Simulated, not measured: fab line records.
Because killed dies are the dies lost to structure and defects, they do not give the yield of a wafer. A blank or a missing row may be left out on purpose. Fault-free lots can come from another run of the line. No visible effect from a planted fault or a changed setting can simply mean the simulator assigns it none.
A struck lot beside a sound one | flow sky130 | 37 out of 708 route steps
Sound: these wafers, L397.2, L397.3, L397.6. Wafers struck: L389.1, L389.2, L389.3. The cause is named last.
For every step that has rows: the tool of each side, followed by ch and its chambers, followed by its first start. Under that, the readings that differ: sound wafers | struck wafers | difference of the means | sigmas: that difference in standard deviations of wafers without a fault.
alike: a reading whose means differ by less than 2 such deviations, as well as words and numbers matching on both sides. not compared: withheld readings; readings where some wafer has no value; bounds like >300 that might hide an equal value; numbers whose values overlap and for which the record gives no deviation.
Wherever a step has rows on one side only, a row that says differs or no value, or a row with sigmas, the two part there. When numbers do not overlap yet have no deviation, they are printed without sigmas and do not part them. A reading that every wafer of one side lacks parts them only if that side has two wafers or more.

first, 10 steps without rows for these wafers: SKY_DNWELL_DEVELOP_06 (develop time 60 s); SKY_DNWELL_IMPLANT_07; SKY_DNWELL_STRIP_08 (strips in O2/N2); SKY_PWDE_DEHYDRATE_00 (time 60 s); SKY_PWDE_HMDS_01 (prime time 60 s); SKY_PWDE_COAT_02 (resist thk 3000 nm); SKY_PWDE_SOFTBAKE_03; SKY_PWDE_EXPOSE_04 (exposes mask PWDEM, target cd 840 nm); SKY_PWDE_PEB_05; SKY_PWDE_DEVELOP_06 (develop time 60 s).
SKY_PWDE_IMPLANT_08:
  sound on implanter-04 ch 0, day 8 22:56; struck on implanter-02 ch 0, day 7 00:16
  reading            | sound                         | struck                        | difference | sigmas
  dose_ions_cm2      | 3.603e+12 3.603e+12 3.603e+12 | 6.311e+12 6.309e+12 6.303e+12 | +2.705e+12 | +99 or more
  faraday_current_uA | 20.4 19.8 20.9                | 35.0 35.6 36.1                | +15.2      | +35
then, 1 step without rows for these wafers: SKY_PWDE_STRIP_09 (strips in O2/N2).
SKY_PWDE_TW_MEAS_10:
  sound on film_metro-04, day 8 23:11; struck on film_metro-02, day 7 00:31
  reading | sound             | struck            | difference | sigmas
  PWDE_TW | 373.7 374.7 375.1 | 447.3 448.1 449.2 | +73.7      | +39
then, 22 steps without rows for these wafers: SKY_NWELL_DEHYDRATE_03 (time 60 s); SKY_NWELL_HMDS_04 (prime time 60 s); SKY_NWELL_COAT_05 (resist thk 3000 nm); SKY_NWELL_SOFTBAKE_06; SKY_NWELL_EXPOSE_07 (exposes mask NWM, target cd 840 nm); SKY_NWELL_PEB_08; SKY_NWELL_DEVELOP_09 (develop time 60 s); SKY_NWELL_IMPLANT_11; SKY_NWELL_IMPLANT_12; SKY_NWELL_IMPLANT_13; SKY_NWELL_STRIP_14 (strips in O2/N2); SKY_NWELL_DEHYDRATE_16 (time 60 s); SKY_NWELL_HMDS_17 (prime time 60 s); SKY_NWELL_COAT_18 (resist thk 3000 nm); SKY_NWELL_SOFTBAKE_19; SKY_NWELL_EXPOSE_20 (exposes mask NWM COMPLEMENT, target cd 840 nm); SKY_NWELL_PEB_21; SKY_NWELL_DEVELOP_22 (develop time 60 s); SKY_NWELL_IMPLANT_24; SKY_NWELL_STRIP_25 (strips in O2/N2); SKY_NWELL_CLEAN_27 (cleans in SC1/SC2, time 150 s); SKY_NWELL_RTA_28 (time 30 s).
SKY_NWELL_RS_MEAS_31: a four-point-probe measurement.
  sound on film_metro-02, day 10 21:41; struck on film_metro-04, day 8 18:37
  reading          | sound          | struck         | difference | sigmas
  PWDE_RS (ohm/sq) | 5288 5279 5268 | 3430 3438 3434 | -1844      | -99 or more
-- the record jumps here: 40 days lie between the struck wafers' starts before and after (it left off in module NWELL and takes up again in module PAD_OPEN, whose first step shown is number 708 of the route) --
SKY_PAD_OPEN_PROBE_99:
  sound on prober-02, day 50 15:57; struck on prober-02, day 48 21:59
  reading                                   | sound                        | struck         | difference | sigmas
  model.etest.res_p_drift_20v.line_ohm_um   | 1.239e+04 1.16e+04 1.174e+04 | 6170 6435 6346 | -5593      |
  model.etest.res_p_drift_20v.rs_ohm_sq     | 1.026e+04 9758 9895          | 5182 5332 5380 | -4673      |
  model.etest.res_pwde_under_gate.rs_ohm_sq | 6105 6134 6107               | 3725 3748 3751 | -2374      |
  alike: killed_at_M0_to_M3, killed_at_M4_up, killed_at_contacts, killed_at_front_end, killed_at_other, killed_dies, killed_open, killed_short

## WHERE THEY PART
Earliest at SKY_PWDE_IMPLANT_08; latest, in this record, at SKY_NWELL_RS_MEAS_31. Later steps at which nothing parts them and some readings are alike: SKY_PAD_OPEN_PROBE_99.

WHY: whatever the simulator had introduced
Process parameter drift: implanter-02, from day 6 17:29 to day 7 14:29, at SKY_PWDE_IMPLANT_08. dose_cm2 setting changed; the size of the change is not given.
